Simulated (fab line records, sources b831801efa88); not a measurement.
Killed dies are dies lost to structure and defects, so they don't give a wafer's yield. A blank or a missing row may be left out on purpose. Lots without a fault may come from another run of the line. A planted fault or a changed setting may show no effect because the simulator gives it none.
Chamber matching | flow gf180mcu | GF_V1_CMP_04 on cmp-02: 4 sister chambers
The step polishes SiO2. 8 wafers are shown with their chamber, then 7 later ones without.

WAFERS WITH THEIR CHAMBER
wafer  | chamber | motor_current_A (A) | time_to_endpoint_s (s)
L968.5 | 0       | 10.6                | 81
L969.4 | 1       | 12.4                | 89
L970.1 | 1       | 11.9                | 74
L981.1 | 0       | 10.6                | 82
L981.3 | 3       | 15.0                | 85
L981.6 | 2       | 13.5                | 90
L986.1 | 3       | 14.2                | 76
L986.3 | 2       | 14.3                | 78

WAFERS WITHOUT THEIR CHAMBER
wafer  | motor_current_A (A) | time_to_endpoint_s (s)
L986.5 | 11.6                | 80
L987.3 | 14.6                | 84
L987.4 | 10.5                | 91
L987.5 | 10.1                | 88
L988.1 | 15.4                | 73
L988.4 | 10.7                | 76
L988.5 | 14.7                | 75

WHICH CHAMBER EACH WENT THROUGH
wafer  | from the rows above     | in truth
L986.5 | can't be placed: 1 or 0 | 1
L987.3 | can't be placed: 3 or 2 | 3
L987.4 | 0                       | 0
L987.5 | 0                       | 0
L988.1 | can't be placed: 3 or 2 | 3
L988.4 | 0                       | 0
L988.5 | can't be placed: 3 or 2 | 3
Placed correctly: 3 of 7. Can't be placed from these rows: 4 (the true chamber is among the candidates in 4). Placed wrongly: 0.
How it was worked out, from the rows above alone: a wafer's distance from a chamber is the root of the sum, over the readings, of the square of ((its reading less the chamber's mean) divided by the reading's scatter). The wafer belongs to the nearest chamber; if the next one is less than 2 further off, it can't be placed. A chamber's mean is the mean of its shown wafers. The scatter: the root of (the sum of the squares of (reading less its chamber's mean) over the shown wafers, divided by (wafers less chambers)).
